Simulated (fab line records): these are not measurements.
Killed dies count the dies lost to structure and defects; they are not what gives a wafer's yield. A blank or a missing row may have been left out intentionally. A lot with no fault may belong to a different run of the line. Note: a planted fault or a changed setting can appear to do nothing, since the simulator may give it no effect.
fab line records ; flow sky130
[record] lots = 7; wafers = 21; last_day = 50
route steps=708 shown CONTACT@413 PAD_OPEN@708
lots that met no fault: from a run of the same line without faults
start_h: the number of hours between the record's first day and the start of the first shown wafer of the lot ; wait_h: hours from the lot's prior step to this one ; " repeats the value in the row above ; L1.1+2: a single row standing in for several wafers ; - no value, or no start was given ; * or withheld: withheld ; < > ~ a bound
route shown NAME@n: NAME is a module with steps in the file, n the number in the route of the first one ; usual: average and standard deviation across the fault-free wafers ; same: alike in all rows ; chamber/n: place in a boat ; sites: readings site by site ; _std_site: standard deviation of those values ; _edge_site: outer sites' mean less inner sites' ; radius_mm: for every site, how far away it sits from the centre of the wafer ; mask NAME#n: copy n ; behind: the most recent tool/chamber to have shaped the wafer ; hold: the reason the lot was held/the length of the hold in hours/how it ended ; device: transistor that didn't switch, given as n, p or np ; end of line: at the end of the route, the tests of the same wafers ; where a step has no rows: the recipe by itself ; killed: the dies lost at the first sort to structure and to defects; this is not the yield of the wafer ; map: a wafer's dies, marking killed ones x, the rest . and places with no die _
set.NAME: the run value of the setting; set.NAME@STEP: its run value at that earlier step ; model.NAME: the simulator's own value behind a step, which no gauge read
certain route steps with their lots: each step a table, each wafer a row
services: the hour from which a tool's chamber was out of use, counted from the record's first day as start_h (under 0 if before that day), plus the number of hours and why
[[steps]]
[step SKY_CONTACT_HMDS_07]
[recipe] prime_time_s = 60; prime_temp_c = 120
[step SKY_CONTACT_COAT_08]
[recipe] resist = BARC; temp_c = withheld; time_s = withheld; spin_rpm = 3000; resist_thk_nm = 60
[step SKY_CONTACT_COAT_09]
[recipe] resist = KrF-thick; spin_rpm = 3000; resist_thk_nm = 450
[step SKY_CONTACT_SOFTBAKE_10]
[recipe] temp_c = 100; time_s = 90; resist = KrF-thick
[step SKY_CONTACT_EXPOSE_11]
[recipe] mask_id = CTM1; na = 0.8; source_shape = annular; sigma_inner = 0.55; sigma_outer = 0.85; target_cd_nm = 170; dose_mj = 38
[step SKY_CONTACT_PEB_12]
[recipe] peb_temp_c = withheld; peb_time_s = withheld; resist = KrF-thick
[step SKY_CONTACT_DEVELOP_13]
[recipe] develop_time_s = 60; resist = KrF-thick; dev_temp_c = 21
[step SKY_CONTACT_CD_MEAS_14]
[recipe] target_cd_nm = 170
[usual] cd_nm = 170.0/1.5
lot.wafer;tool;chamber;start_h;wait_h;cd_nm
L947.2;cd_sem-02;-;748.13;-;170.4
L947.3;cd_sem-02;-;748.13;-;169.4
L947.5;cd_sem-02;-;748.13;-;167.0
L957.1;cd_sem-01;-;828.96;-;169.5
L957.4;cd_sem-01;-;828.96;-;170.4
L957.5;cd_sem-01;-;828.96;-;169.9
L958.2;cd_sem-01;-;837.02;-;168.0
L958.3;cd_sem-01;-;837.02;-;168.9
L958.5;cd_sem-01;-;837.02;-;168.7
L959.3;cd_sem-01;-;842.09;-;169.9
L959.5;cd_sem-01;-;842.09;-;169.9
L959.6;cd_sem-01;-;842.09;-;168.8
L963.1;cd_sem-01;-;866.31;-;173.7
L963.4;cd_sem-01;-;866.31;-;173.9
L963.5;cd_sem-01;-;866.31;-;172.4
L967.1;cd_sem-01;-;899.60;-;169.7
L967.4;cd_sem-01;-;899.60;-;169.1
L967.5;cd_sem-01;-;899.60;-;168.7
L968.4;cd_sem-01;-;902.12;-;168.2
L968.5;cd_sem-01;-;902.12;-;168.2
L968.6;cd_sem-01;-;902.12;-;166.7
[step SKY_CONTACT_OVL_MEAS_15]
[usual] CONTACT_OVL = 2/5.5
lot.wafer;tool;chamber;start_h;wait_h;CONTACT_OVL[nm]
L947.2;overlay-02;-;748.23;0.1;0
L947.3;overlay-02;-;748.23;0.1;7
L947.5;overlay-02;-;748.23;0.1;5
L957.1;overlay-01;-;829.08;0.1;-7
L957.4;overlay-01;-;829.08;0.1;-9
L957.5;overlay-01;-;829.08;0.1;-4
L958.2;overlay-02;-;837.13;0.1;-1
L958.3;overlay-02;-;837.13;0.1;0
L958.5;overlay-02;-;837.13;0.1;3
L959.3;overlay-02;-;842.18;0.1;-3
L959.5;overlay-02;-;842.18;0.1;-2
L959.6;overlay-02;-;842.18;0.1;-2
L963.1;overlay-02;-;866.43;0.1;6
L963.4;overlay-02;-;866.43;0.1;9
L963.5;overlay-02;-;866.43;0.1;4
L967.1;overlay-01;-;899.72;0.1;-1
L967.4;overlay-01;-;899.72;0.1;6
L967.5;overlay-01;-;899.72;0.1;9
L968.4;overlay-01;-;902.19;0.1;-4
L968.5;overlay-01;-;902.19;0.1;-9
L968.6;overlay-01;-;902.19;0.1;-7
[step SKY_CONTACT_ETCH_16]
[recipe] chemistry = N2/H2; target = BARC; ion_energy_ev = 200; source_w = 500; bias_w = 100; pressure_mtorr = 30; n2_flow_sccm = 100; h2_flow_sccm = 200; stop_on = SiO2; time_s = 45.9; target_depth_a = 600
[usual] drypump_motor_current_A = 5.8/0.5; oes_product_au = 0.855/0.0048; throttle_valve_pct = 13.225/0.008
lot.wafer;tool;chamber;start_h;wait_h;drypump_motor_current_A;oes_product_au;rf_hours_counter_h;throttle_valve_pct
L947.2;rie_diel-03;3;748.26;0.0;6.1;0.855;43;13.223
L947.3;rie_diel-03;1;748.26;0.0;5.0;0.855;20;13.232
L947.5;rie_diel-03;3;748.26;0.0;6.2;0.853;-;13.216
L957.1;rie_diel-04;1;829.12;0.0;6.6;0.854;7;13.226
L957.4;rie_diel-04;3;829.12;0.0;5.2;0.846;5;13.230
L957.5;rie_diel-04;2;829.12;0.0;5.8;0.854;-;13.223
L958.2;rie_diel-02;3;837.16;0.0;6.0;0.858;9;13.222
L958.3;rie_diel-02;2;837.16;0.0;5.5;0.858;20;13.225
L958.5;rie_diel-02;3;837.16;0.0;6.0;0.855;-;13.221
L959.3;rie_diel-02;1;842.21;0.0;5.6;0.857;8;13.227
L959.5;rie_diel-02;0;842.21;0.0;5.9;0.858;-;13.231
L959.6;rie_diel-02;1;842.21;0.0;5.6;0.859;-;13.209
L963.1;rie_diel-04;1;866.47;0.0;6.6;0.855;8;13.218
L963.4;rie_diel-04;0;866.47;0.0;6.4;0.859;0;13.227
L963.5;rie_diel-04;0;866.47;0.0;6.3;0.860;-;13.235
L967.1;rie_diel-03;1;899.76;0.0;5.0;0.854;25;13.227
L967.4;rie_diel-03;0;899.76;0.0;5.9;0.861;18;13.229
L967.5;rie_diel-03;0;899.76;0.0;5.9;0.854;-;13.220
L968.4;rie_diel-03;3;902.21;0.0;6.1;0.857;4;13.234
L968.5;rie_diel-03;1;902.21;0.0;5.0;0.864;-;13.217
L968.6;rie_diel-03;0;902.21;0.0;5.9;0.851;-;13.228
[step SKY_CONTACT_ETCH_17]
[recipe] target = SiO2; chemistry = C4F8/O2/Ar; stop_on = Si3N4; mask_material = KrF-thick; source_w = 1500; bias_w = 1200; pressure_mtorr = 40; c4f8_flow_sccm = withheld; O2_flow_sccm = 6; Ar_flow_sccm = 300; time_s = withheld; target_depth_a = 3400
[usual] oes_product_au = 0.892/0.005
lot.wafer;tool;chamber;start_h;wait_h;oes_product_au
L947.2;rie_diel-03;3;748.31;0.0;0.897
L947.3;rie_diel-03;1;748.31;0.0;0.894
L947.5;rie_diel-03;3;748.31;0.0;0.880
L957.1;rie_diel-04;1;829.16;0.0;0.897
L957.4;rie_diel-04;3;829.16;0.0;0.899
L957.5;rie_diel-04;2;829.16;0.0;0.896
L958.2;rie_diel-02;3;837.20;0.0;0.891
L958.3;rie_diel-02;2;837.20;0.0;0.892
L958.5;rie_diel-02;3;837.20;0.0;0.891
L959.3;rie_diel-02;1;842.25;0.0;0.891
L959.5;rie_diel-02;0;842.25;0.0;0.882
L959.6;rie_diel-02;1;842.25;0.0;0.890
L963.1;rie_diel-04;1;866.51;0.0;0.897
L963.4;rie_diel-04;0;866.51;0.0;0.889
L963.5;rie_diel-04;0;866.51;0.0;0.891
L967.1;rie_diel-03;1;899.80;0.0;0.885
L967.4;rie_diel-03;0;899.80;0.0;0.892
L967.5;rie_diel-03;0;899.80;0.0;0.888
L968.4;rie_diel-03;3;902.26;0.0;0.884
L968.5;rie_diel-03;1;902.26;0.0;0.894
L968.6;rie_diel-03;0;902.26;0.0;0.897
[step SKY_CONTACT_ETCH_18]
[recipe] target = Si3N4; chemistry = CHF3/O2; stop_on = TiN; source_w = 600; bias_w = 200; pressure_mtorr = 40; chf3_flow_sccm = 50; O2_flow_sccm = 5; time_s = 39; target_depth_a = 750
[usual] drypump_motor_current_A = 5.8/0.5; oes_product_au = 0.854/0.0078; throttle_valve_pct = 8.793/0.0091
lot.wafer;tool;chamber;start_h;wait_h;drypump_motor_current_A;oes_product_au;rf_hours_counter_h;throttle_valve_pct
L947.2;rie_diel-03;3;-;-;6.2;0.852;43;8.790
L947.3;rie_diel-03;1;-;-;4.9;0.847;20;8.784
L947.5;rie_diel-03;3;-;-;6.1;0.858;-;8.796
L957.1;rie_diel-04;1;-;-;6.6;0.850;7;8.809
L957.4;rie_diel-04;3;-;-;5.3;0.850;5;8.794
L957.5;rie_diel-04;2;-;-;5.8;0.866;-;8.786
L958.2;rie_diel-02;3;-;-;6.0;0.855;9;8.793
L958.3;rie_diel-02;2;-;-;5.5;0.838;20;8.790
L958.5;rie_diel-02;3;-;-;6.1;0.854;-;8.790
L959.3;rie_diel-02;1;-;-;5.6;0.834;8;8.788
L959.5;rie_diel-02;0;-;-;5.9;0.867;-;8.792
L959.6;rie_diel-02;1;-;-;5.6;0.857;-;8.789
L963.1;rie_diel-04;1;-;-;6.6;0.855;8;8.800
L963.4;rie_diel-04;0;-;-;6.4;0.859;0;8.791
L963.5;rie_diel-04;0;-;-;6.4;0.868;-;8.788
L967.1;rie_diel-03;1;-;-;4.9;0.844;25;8.800
L967.4;rie_diel-03;0;-;-;5.9;0.864;18;8.796
L967.5;rie_diel-03;0;-;-;5.9;0.864;-;8.800
L968.4;rie_diel-03;3;-;-;6.1;0.860;4;8.771
L968.5;rie_diel-03;1;-;-;4.9;0.866;-;8.807
L968.6;rie_diel-03;0;-;-;5.9;0.860;-;8.793
[step SKY_CONTACT_STRIP_19]
[recipe] chemistry = O2/N2; power_w = 1400; pressure_mtorr = 1500; platen_temp_c = withheld; o2_flow_sccm = 3000; n2_flow_sccm = 300; overash_fraction = 0.5
[usual] chamber_pressure_mTorr = 1500.0/1.3; drypump_motor_current_A = 5.8/0.33; oes_product_au = 0.381/0.0048; strip_time_to_endpoint_s = 3.619/0.028
lot.wafer;tool;chamber;start_h;wait_h;chamber_pressure_mTorr;drypump_motor_current_A;oes_product_au;rf_hours_counter_h;strip_time_to_endpoint_s;model.KrF-thick_of_CONTACT_COAT_09.thk_nm
L947.2;plasma_asher-04;1;748.40;-;1499.5;5.9;0.385;32;3.672;0
L947.3;plasma_asher-04;0;748.40;-;1501.5;5.6;0.379;-;3.629;0
L947.5;plasma_asher-04;0;748.40;-;1499.2;5.6;0.392;-;3.668;0
L957.1;plasma_asher-04;0;829.25;-;-;-;-;-;-;247.2
L957.4;plasma_asher-04;0;829.25;-;-;-;-;-;-;243.3
L957.5;plasma_asher-04;1;829.25;-;-;-;-;-;-;242.7
L958.2;plasma_asher-03;0;837.29;-;-;-;-;-;-;245.5
L958.3;plasma_asher-03;0;837.29;-;-;-;-;-;-;240.6
L958.5;plasma_asher-03;1;837.29;-;-;-;-;-;-;242.6
L959.3;plasma_asher-03;0;842.37;-;-;-;-;-;-;244.2
L959.5;plasma_asher-03;1;842.37;-;-;-;-;-;-;245.2
L959.6;plasma_asher-03;0;842.37;-;-;-;-;-;-;244.4
L963.1;plasma_asher-04;1;866.60;-;1502.8;5.9;0.371;44;3.618;0
L963.4;plasma_asher-04;0;866.60;-;1499.9;5.7;0.386;-;3.641;0
L963.5;plasma_asher-04;1;866.60;-;1496.4;5.9;0.381;-;3.639;0
L967.1;plasma_asher-04;1;899.89;-;1499.3;5.9;0.381;47;3.597;0
L967.4;plasma_asher-04;1;899.89;-;1498.5;5.9;0.378;-;3.654;0
L967.5;plasma_asher-04;0;899.89;-;1498.8;5.6;0.380;-;3.648;0
L968.4;plasma_asher-01;0;902.38;-;1500.3;6.4;0.381;-;3.684;0
L968.5;plasma_asher-01;1;902.38;-;1501.5;5.6;0.379;-;3.613;0
L968.6;plasma_asher-01;0;902.38;-;1498.5;6.4;0.389;-;3.645;0
[step SKY_CONTACT_STRIP_20]
[recipe] chemistry = post_etch_residue_remover; time_s = 1200; temp_c = 72.5
[step SKY_PAD_OPEN_PROBE_99]
[usual] killed_at_M0_to_M3 = 43/7.9; killed_at_M4_up = 2.9/1.8; killed_at_contacts = 24/5.5; killed_at_front_end = 15/4.2; killed_at_other = 0.2/0.46; killed_dies = 86/11; killed_on_rim = 17/4.1; killed_open = 47/8.1; killed_short = 39/6.4
[same] gross_dies = 492; killed_at_back_side = 0
lot.wafer;tool;chamber;start_h;wait_h;killed_at_M0_to_M3;killed_at_M4_up;killed_at_contacts;killed_at_front_end;killed_at_other;killed_dies;killed_on_rim;killed_open;killed_short
L947.2;prober-02;-;1089.05;0.1;46;4;28;14;0;92;24;58;34
L947.3;prober-02;-;1089.10;0.2;36;0;32;17;0;85;13;53;32
L947.5;prober-02;-;1089.20;0.2;54;6;20;11;0;91;20;42;48
L957.1;prober-02;-;1149.68;0.1;38;4;430;19;1;492;96;52;29
L957.4;prober-02;-;1149.83;0.2;43;0;436;12;1;492;96;42;37
L957.5;prober-02;-;1149.88;0.2;46;2;428;15;1;492;96;49;42
L958.2;prober-01;-;1157.57;0.1;56;3;418;15;0;492;96;58;38
L958.3;prober-01;-;1157.62;0.2;42;6;433;11;0;492;96;43;35
L958.5;prober-01;-;1157.72;0.2;37;2;438;15;0;492;96;40;29
L959.3;prober-02;-;1160.87;0.2;39;3;439;11;0;492;96;45;34
L959.5;prober-02;-;1160.97;0.2;39;2;431;19;1;492;96;43;37
L959.6;prober-02;-;1161.02;0.2;32;1;453;6;0;492;96;34;27
L968.4;prober-01;-;1197.03;0.2;54;3;19;18;1;95;16;58;37
L968.5;prober-01;-;1197.08;0.2;49;2;20;18;0;89;22;51;38
L968.6;prober-01;-;1197.13;0.2;42;5;18;19;1;85;16;50;35
// killed by level:class
L947.2 VIA1:geometric_particle:open=18 CONTACT:geometric_particle:open=11 VIA3:geometric_particle:open=8 CONTACT:geometric_particle:short=7 LI_CONTACT:geometric_particle:open=6 VIA3:geometric_particle:short=5 FIELD_ISO:geometric_particle:short=4 FIELD_ISO:geometric_particle:open=4
L947.3 CONTACT:geometric_particle:open=13 VIA1:geometric_particle:open=12 LI_CONTACT:geometric_particle:open=7 POLY_GATE:geometric_particle:open=6 CONTACT:geometric_particle:short=6 VIA3:geometric_particle:open=6 SPACER:geometric_particle:short=4 METAL2:geometric_particle:short=4
L947.5 METAL1:geometric_particle:short=9 METAL2:geometric_particle:short=9 CONTACT:geometric_particle:open=8 VIA1:geometric_particle:open=8 VIA3:geometric_particle:open=7 CONTACT:geometric_particle:short=6 POLY_GATE:geometric_particle:open=5 VIA3:geometric_particle:short=5
L957.1 CONTACT:area_sputter=411 VIA3:geometric_particle:open=10 CONTACT:geometric_particle:open=9 VIA1:geometric_particle:open=8 FIELD_ISO:geometric_particle:open=6 VIA2:geometric_particle:open=6 LI_CONTACT:geometric_particle:open=4 VIA1:geometric_particle:short=4
L957.4 CONTACT:area_sputter=413 VIA1:geometric_particle:open=8 CONTACT:geometric_particle:open=8 VIA3:geometric_particle:open=6 METAL2:geometric_particle:short=6 VIA2:geometric_particle:open=6 VIA1:geometric_particle:short=5 FIELD_ISO:geometric_particle:open=4
L957.5 CONTACT:area_sputter=401 CONTACT:geometric_particle:open=9 VIA2:geometric_particle:open=9 VIA3:geometric_particle:open=8 VIA1:geometric_particle:open=7 CONTACT:geometric_particle:short=6 VIA1:geometric_particle:short=5 LI_CONTACT:geometric_particle:open=4
L958.2 CONTACT:area_sputter=396 VIA1:geometric_particle:open=15 VIA2:geometric_particle:open=12 LI_CONTACT:geometric_particle:open=7 VIA3:geometric_particle:open=7 CONTACT:geometric_particle:open=6 METAL2:geometric_particle:short=6 POLY_GATE:geometric_particle:open=4
L958.3 CONTACT:area_sputter=414 VIA1:geometric_particle:open=12 METAL2:geometric_particle:short=9 LI_CONTACT:geometric_particle:open=8 VIA2:geometric_particle:open=7 CONTACT:geometric_particle:short=5 CONTACT:geometric_particle:open=5 VIA2:geometric_particle:short=5
L958.5 CONTACT:area_sputter=423 LI_CONTACT:geometric_particle:open=9 VIA2:geometric_particle:open=7 METAL2:geometric_particle:short=7 VIA1:geometric_particle:short=6 VIA1:geometric_particle:open=6 POLY_GATE:geometric_particle:open=4 CONTACT:geometric_particle:open=4
L959.3 CONTACT:area_sputter=413 CONTACT:geometric_particle:open=11 VIA1:geometric_particle:open=6 METAL2:geometric_particle:open=6 METAL2:geometric_particle:short=6 VIA3:geometric_particle:open=5 LI_CONTACT:geometric_particle:open=5 LOCAL_INTERCONNECT:geometric_particle:short=5
L959.5 CONTACT:area_sputter=412 VIA1:geometric_particle:open=11 LI_CONTACT:geometric_particle:open=7 CONTACT:geometric_particle:open=7 FIELD_ISO:geometric_particle:open=5 POLY_GATE:geometric_particle:short=5 METAL2:geometric_particle:short=5 VIA3:geometric_particle:open=5
L959.6 CONTACT:area_sputter=431 CONTACT:geometric_particle:open=12 VIA1:geometric_particle:open=7 VIA2:geometric_particle:open=5 FIELD_ISO:geometric_particle:short=4 CONTACT:geometric_particle:short=4 VIA3:geometric_particle:open=4 VIA3:geometric_particle:short=4
L968.4 VIA2:geometric_particle:open=12 VIA1:geometric_particle:open=10 VIA3:geometric_particle:open=9 LI_CONTACT:geometric_particle:open=8 FIELD_ISO:geometric_particle:short=6 POLY_GATE:geometric_particle:open=6 VIA1:geometric_particle:short=6 CONTACT:geometric_particle:open=5
L968.5 VIA1:geometric_particle:open=12 LI_CONTACT:geometric_particle:open=11 VIA2:geometric_particle:open=10 VIA3:geometric_particle:open=8 POLY_GATE:geometric_particle:short=6 VIA1:geometric_particle:short=5 METAL2:geometric_particle:short=5 POLY_GATE:geometric_particle:open=4
L968.6 VIA1:geometric_particle:open=12 CONTACT:geometric_particle:open=7 METAL2:geometric_particle:short=7 VIA2:geometric_particle:open=6 POLY_GATE:geometric_particle:open=5 POLY_GATE:geometric_particle:short=5 LI_CONTACT:geometric_particle:open=5 VIA3:geometric_particle:open=4
// map L957.1 (x killed, . not)
__________xxxxxxxxxx_________
________xxxxxxxxxxxxxx_______
______xxxxxxxxxxxxxxxxxx_____
_____xxxxxxxxxxxxxxxxxxxx____
____xxxxxxxxxxxxxxxxxxxxxx___
___xxxxxxxxxxxxxxxxxxxxxxxx__
__xxxxxxxxxxxxxxxxxxxxxxxxxx_
_xxxxxxxxxxxxxxxxxxxxxxxxxxxx
_xxxxxxxxxxxxxxxxxxxxxxxxxxxx
_xxxxxxxxxxxxxxxxxxxxxxxxxxxx
_xxxxxxxxxxxxxxxxxxxxxxxxxxxx
_xxxxxxxxxxxxxxxxxxxxxxxxxxxx
_xxxxxxxxxxxxxxxxxxxxxxxxxxxx
_xxxxxxxxxxxxxxxxxxxxxxxxxxxx
_xxxxxxxxxxxxxxxxxxxxxxxxxxxx
__xxxxxxxxxxxxxxxxxxxxxxxxxx_
___xxxxxxxxxxxxxxxxxxxxxxxx__
____xxxxxxxxxxxxxxxxxxxxxx___
_____xxxxxxxxxxxxxxxxxxxx____
______xxxxxxxxxxxxxxxxxx_____
________xxxxxxxxxxxxxx_______
__________xxxxxxxxxx_________
// map L958.2 (x killed, . not)
__________xxxxxxxxxx_________
________xxxxxxxxxxxxxx_______
______xxxxxxxxxxxxxxxxxx_____
_____xxxxxxxxxxxxxxxxxxxx____
____xxxxxxxxxxxxxxxxxxxxxx___
___xxxxxxxxxxxxxxxxxxxxxxxx__
__xxxxxxxxxxxxxxxxxxxxxxxxxx_
_xxxxxxxxxxxxxxxxxxxxxxxxxxxx
_xxxxxxxxxxxxxxxxxxxxxxxxxxxx
_xxxxxxxxxxxxxxxxxxxxxxxxxxxx
_xxxxxxxxxxxxxxxxxxxxxxxxxxxx
_xxxxxxxxxxxxxxxxxxxxxxxxxxxx
_xxxxxxxxxxxxxxxxxxxxxxxxxxxx
_xxxxxxxxxxxxxxxxxxxxxxxxxxxx
_xxxxxxxxxxxxxxxxxxxxxxxxxxxx
__xxxxxxxxxxxxxxxxxxxxxxxxxx_
___xxxxxxxxxxxxxxxxxxxxxxxx__
____xxxxxxxxxxxxxxxxxxxxxx___
_____xxxxxxxxxxxxxxxxxxxx____
______xxxxxxxxxxxxxxxxxx_____
________xxxxxxxxxxxxxx_______
__________xxxxxxxxxx_________
[[services]]
tool;chamber;start_h;hours;kind
plasma_asher-03;-;733.75;9.0;pm
plasma_asher-03;0;733.75;9.0;vent_cycle
plasma_asher-03;1;733.75;9.0;vent_cycle
rie_diel-02;1;734.95;9.5;repair
rie_diel-04;2;736.31;8.8;repair
rie_diel-03;1;739.69;4.9;repair
plasma_asher-03;0;742.75;-;clean
plasma_asher-03;1;742.75;-;clean
rie_diel-03;3;770.37;-;clean
rie_diel-03;3;770.37;21.4;scheduled_down
rie_diel-03;3;770.37;21.4;vent_cycle
rie_diel-04;0;793.97;5.3;repair
plasma_asher-04;-;830.09;0.3;repair
rie_diel-04;-;834.47;0.9;repair
rie_diel-04;0;837.83;-;clean
rie_diel-04;0;837.83;16.4;scheduled_down
rie_diel-04;0;837.83;16.4;vent_cycle
rie_diel-02;1;868.69;4.5;repair
rie_diel-04;-;890.11;0.7;repair
rie_diel-02;-;892.52;16.9;repair
[[key]]
[first_sign] step = SKY_CONTACT_STRIP_19; reading = tool_record; direction = missing
[effect] step = SKY_PAD_OPEN_PROBE_99; reading = killed_at_contacts; direction = up; sigmas = 75; usual = 24; struck = 434
[model_effect] step = SKY_CONTACT_STRIP_19; value = KrF-thick_of_CONTACT_COAT_09.thk_nm; without = 0; struck = 244
[more_kills_born_at] SKY_CONTACT_SPUTTER_23@pvd_sputter-04 = 1256; SKY_CONTACT_SPUTTER_23@pvd_sputter-02 = 1233; SKY_CONTACT_SPUTTER_23@pvd_sputter-03 = 1225
met_at SKY_CONTACT_STRIP_19
struck_wafers L957.1,L957.4,L957.5,L958.2,L958.3,L958.5,L959.3,L959.5,L959.6
later_rows_left_out L957.1,L957.4,L957.5,L958.2,L958.3,L958.5,L959.3,L959.5,L959.6
tester_left_out L957,L958,L959
onset_between 748.40 829.25
[fault] kind = skipped_step_whole; tool = plasma_asher-03,plasma_asher-04; chamber = -; onset_h = 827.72; steps = SKY_CONTACT_STRIP_19; scope = struck_lots_only
// tester_left_out: of these lots the tester's yield and bins aren't shown, on N5 and GAA mostly nor the transistor test; their killed dies are dies lost to structure and defects alone, not to doping, threshold or leakage, so they don't give the yield
// later_rows_left_out: the simulator's readings of these wafers behind a module that went badly wrong aren't trusted and aren't shown, but for the sort
